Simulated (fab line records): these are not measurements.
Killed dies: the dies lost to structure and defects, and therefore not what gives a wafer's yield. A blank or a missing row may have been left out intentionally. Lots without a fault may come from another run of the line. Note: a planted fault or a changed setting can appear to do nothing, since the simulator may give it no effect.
What tool caused it? -- flow gf180mcu -- Sampling: 24 lots, 72 wafers, 4 of 602 route steps

== WHAT THE GAUGES READ, wafer by wafer ==
GF_M3_CD_MEAS_14 targets a cd of 280 nm. Usual: cd-nm 280.2 nm, standard deviation 1.1.
lot,measured,on,cd-nm (nm),flag
L074,day 21 09:50,cd-sem-02,279.6 279.6 279.0,
L075,day 21 21:17,cd-sem-02,280.6 280.2 279.6,
L076,day 21 22:22,cd-sem-02,280.0 280.8 279.6,
L077,day 22 07:49,cd-sem-02,279.5 279.2 278.7,
L078,day 22 18:49,cd-sem-02,281.0 279.6 280.4,
L079,day 23 06:32,cd-sem-01,280.2 278.4 280.0,
L080,day 23 14:53,cd-sem-01,279.9 280.5 279.7,
L081,day 23 19:43,cd-sem-02,281.2 280.0 279.6,
L082,day 24 09:08,cd-sem-01,279.2 279.4 279.4,
L083,day 24 14:40,cd-sem-01,279.4 278.8 278.2,
L084,day 24 22:32,cd-sem-01,282.7 283.6 281.8,
L085,day 25 02:55,cd-sem-02,279.1 278.3 278.8,
L086,day 25 17:01,cd-sem-02,280.9 281.4 280.0,
L087,day 25 18:26,cd-sem-01,280.8 280.7 281.2,
L088,day 26 14:38,cd-sem-02,279.5 279.8 280.6,
L089,day 26 18:57,cd-sem-01,282.0 280.3 281.0,
L090,day 26 22:58,cd-sem-01,281.0 279.7 280.6,
L091,day 27 01:20,cd-sem-01,280.4 279.6 280.0,
L092,day 27 07:41,cd-sem-02,281.0 280.3 279.5,
L093,day 27 17:01,cd-sem-01,279.4 279.6 281.5,
L094,day 28 01:11,cd-sem-02,280.6 280.5 281.0,
L095,day 28 06:47,cd-sem-02,280.4 280.4 280.4,
L096,day 28 09:47,cd-sem-02,280.4 279.7 279.4,
L097,day 28 17:03,cd-sem-01,281.3 281.1 279.7,

== TOOL THAT RAN EACH LOT (tool first, then ch and the chambers of the sampled wafers, then the start) ==
lot,GF_V1_ETCH_17,GF_V1_CVD_23,GF_V2_ETCH_16
L074,"rie-diel-01 ch 0,1,3, day 18 06:44 or earlier","cvd-w-02 ch 0,1, day 18 06:44","rie-diel-04 ch 0,2, day 20 08:53"
L075,"rie-diel-03 ch 0,1, day 18 17:52 or earlier","cvd-w-02 ch 0,1, day 18 17:52","rie-diel-02 ch 1,2, day 20 19:46"
L076,"rie-diel-02 ch 0,1,2, day 18 19:33 or earlier","cvd-w-02 ch 0,1, day 18 19:33","rie-diel-02 ch 0,1,3, day 20 21:10"
L077,"rie-diel-01 ch 0,1,2, day 19 05:13 or earlier","cvd-w-02 ch 0,1, day 19 05:13","rie-diel-02 ch 0,2,3, day 21 06:46"
L078,"rie-diel-01 ch 0,3, day 19 17:34 or earlier","cvd-w-01 ch 0,1, day 19 17:34","rie-diel-04 ch 1,2,3, day 21 19:04"
L079,"rie-diel-02 ch 2,3, day 20 04:34 or earlier","cvd-w-01 ch 0,1, day 20 04:34","rie-diel-02 ch 0,1, day 22 06:32"
L080,"rie-diel-02 ch 2,3, day 20 13:19 or earlier","cvd-w-01 ch 0,1, day 20 13:19","rie-diel-04 ch 1,2, day 22 15:11"
L081,"rie-diel-01 ch 1,2, day 20 19:53 or earlier","cvd-w-02 ch 0,1, day 20 19:53","rie-diel-03 ch 1,2,3, day 22 20:55"
L082,"rie-diel-03 ch 0,1,3, day 21 08:50 or earlier","cvd-w-02 ch 1, day 21 08:50","rie-diel-02 ch 0,2,3, day 23 09:25"
L083,"rie-diel-02 ch 0,1,3, day 21 14:50 or earlier","cvd-w-01 ch 0,1, day 21 14:50","rie-diel-02 ch 0,1,3, day 23 15:14"
L084,"rie-diel-01 ch 0,1,2, day 21 23:34 or earlier","cvd-w-01 ch 0,1, day 21 23:34","rie-diel-04 ch 0,1,2, day 23 21:47"
L085,"rie-diel-02 ch 0,1,3, day 22 04:24 or earlier","cvd-w-01 ch 0,1, day 22 04:24","rie-diel-03 ch 0,1,2, day 24 03:47"
L086,"rie-diel-03 ch 0,1,2, day 22 18:05 or earlier","cvd-w-01 ch 0,1, day 22 18:05","rie-diel-03 ch 1,2, day 24 17:56"
L087,"rie-diel-02 ch 0,2,3, day 22 20:04 or earlier","cvd-w-02 ch 0,1, day 22 20:04","rie-diel-02 ch 1,2,3, day 24 19:23"
L088,"rie-diel-03 ch 1,3, day 23 17:04 or earlier","cvd-w-01 ch 0,1, day 23 17:04","rie-diel-03 ch 0,1, day 25 16:11"
L089,"rie-diel-01 ch 1,2, day 23 18:38 or earlier","cvd-w-01 ch 0,1, day 23 18:38","rie-diel-04 ch 0,1,2, day 25 16:50"
L090,"rie-diel-01 ch 1,2,3, day 24 02:37 or earlier","cvd-w-02 ch 0,1, day 24 02:37","rie-diel-03 ch 0,2,3, day 26 00:41"
L091,"rie-diel-02 ch 1,3, day 24 06:24 or earlier","cvd-w-02 ch 0,1, day 24 06:24","rie-diel-03 ch 0,2,3, day 26 03:14"
L092,"rie-diel-03 ch 1,2, day 24 11:46 or earlier","cvd-w-02 ch 0, day 24 11:46","rie-diel-04 ch 0,2,3, day 26 10:02"
L093,"rie-diel-02 ch 1,2, day 24 21:16 or earlier","cvd-w-01 ch 1, day 24 21:16","rie-diel-03 ch 0,1,3, day 26 18:44"
L094,"rie-diel-02 ch 0,1,3, day 25 07:36 or earlier","cvd-w-02 ch 0,1, day 25 07:36","rie-diel-03 ch 0,2,3, day 27 03:20"
L095,"rie-diel-03 ch 0,1,2, day 25 13:30 or earlier","cvd-w-01 ch 0, day 25 13:30","rie-diel-03 ch 2,3, day 27 09:43"
L096,"rie-diel-02 ch 0,2,3, day 25 16:36 or earlier","cvd-w-02 ch 0,1, day 25 16:36","rie-diel-03 ch 0,2, day 27 12:16"
L097,"rie-diel-01 ch 0,1,2, day 26 01:32 or earlier","cvd-w-02 ch 0,1, day 26 01:32","rie-diel-04 ch 1,2,3, day 27 20:38"
- GF_V1_ETCH_17: etches SiO2 in C4F8/O2/Ar, stops on TiN, target depth 630 nm.
- GF_V1_CVD_23: deposits W, target thk 350 nm, time 105.05 s.
- GF_V2_ETCH_16: etches BARC in N2/H2.

== WHAT THE TOOLS THEMSELVES READ (means of the sampled wafers that have a number; where no wafer has one, the mark that the record gives instead) ==
GF_V1_ETCH_17. Usual: oes-product-au 0.856 a.u., standard deviation 0.0052.
lot,tool,oes-product-au (a.u.),flag
L074,rie-diel-01,0.854,
L075,rie-diel-03,0.854,
L076,rie-diel-02,0.859,
L077,rie-diel-01,0.853,
L078,rie-diel-01,0.851,
L079,rie-diel-02,0.856,
L080,rie-diel-02,0.849,
L081,rie-diel-01,0.856,
L082,rie-diel-03,0.860,
L083,rie-diel-02,0.853,
L084,rie-diel-01,0.854,
L085,rie-diel-02,0.856,
L086,rie-diel-03,0.859,
L087,rie-diel-02,0.851,
L088,rie-diel-03,0.854,
L089,rie-diel-01,0.856,
L090,rie-diel-01,0.855,
L091,rie-diel-02,0.856,
L092,rie-diel-03,0.856,
L093,rie-diel-02,0.851,
L094,rie-diel-02,0.856,
L095,rie-diel-03,0.854,
L096,rie-diel-02,0.857,
L097,rie-diel-01,0.858,

GF_V1_CVD_23. Usual: heater-power-outer-w 475 W, standard deviation 34; heater-power-w 824 W, standard deviation 21.
lot,tool,heater-power-outer-w (W),heater-power-w (W),flag
L074,cvd-w-02,470,818,
L075,cvd-w-02,465,822,
L076,cvd-w-02,465,825,
L077,cvd-w-02,477,821,
L078,cvd-w-01,487,830,
L079,cvd-w-01,497,834,
L080,cvd-w-01,459,802,
L081,cvd-w-02,465,827,
L082,cvd-w-02,464,807,
L083,cvd-w-01,493,843,
L084,cvd-w-01,460,825,
L085,cvd-w-01,457,832,
L086,cvd-w-01,496,835,
L087,cvd-w-02,473,817,
L088,cvd-w-01,497,832,
L089,cvd-w-01,497,832,
L090,cvd-w-02,472,815,
L091,cvd-w-02,472,827,
L092,cvd-w-02,478,823,
L093,cvd-w-01,527,862,
L094,cvd-w-02,470,825,
L095,cvd-w-01,432,807,
L096,cvd-w-02,477,822,
L097,cvd-w-02,473,816,

GF_V2_ETCH_16. Usual: drypump-motor-current-A 5.6 A, standard deviation 0.47; oes-product-au 0.855 a.u., standard deviation 0.0042; throttle-valve-pct 13.223 %, standard deviation 0.0092.
lot,tool,drypump-motor-current-A (A),oes-product-au (a.u.),throttle-valve-pct (%),flag
L074,rie-diel-04,6.2,0.854,13.222,
L075,rie-diel-02,5.7,0.856,13.231,
L076,rie-diel-02,5.4,0.859,13.220,
L077,rie-diel-02,5.6,0.854,13.220,
L078,rie-diel-04,5.9,0.851,13.224,
L079,rie-diel-02,5.6,0.850,13.214,
L080,rie-diel-04,6.1,0.852,13.227,
L081,rie-diel-03,5.6,0.851,13.229,
L082,rie-diel-02,5.6,0.856,13.220,
L083,rie-diel-02,5.4,0.855,13.213,
L084,rie-diel-04,6.0,0.858,13.217,
L085,rie-diel-03,5.6,0.853,13.225,
L086,rie-diel-03,5.6,0.854,13.219,
L087,rie-diel-02,5.4,0.850,13.232,
L088,rie-diel-03,5.6,0.854,13.224,
L089,rie-diel-04,6.0,0.855,13.222,
L090,rie-diel-03,5.3,0.858,13.221,
L091,rie-diel-03,5.2,0.854,13.221,
L092,rie-diel-04,6.2,0.858,13.212,
L093,rie-diel-03,5.6,0.859,13.222,
L094,rie-diel-03,5.2,0.857,13.222,
L095,rie-diel-03,5.2,0.855,13.230,
L096,rie-diel-03,5.2,0.855,13.226,
L097,rie-diel-04,5.9,0.858,13.222,

== THE ANSWER, worked out from the rows above alone ==
Rule: take the mean of a lot's wafers that have a number; if it is more than 3 standard deviations from the usual mean, the lot is off. Also off: a lot with no number at a reading for which 4 or more lots have one. All remaining lots with rows at the step are treated as sound. The gauges are gone through in route order, then the tools' own readings, and for those a lot's mean is taken as printed above. At the first step where some lot is off, the reading lying furthest off is the one used; lots without a number count as furthest.
Across all readings shown, no lot is off: no conclusion can be drawn from this.

== WHAT HAD BEEN PUT IN BY THE SIMULATOR ==
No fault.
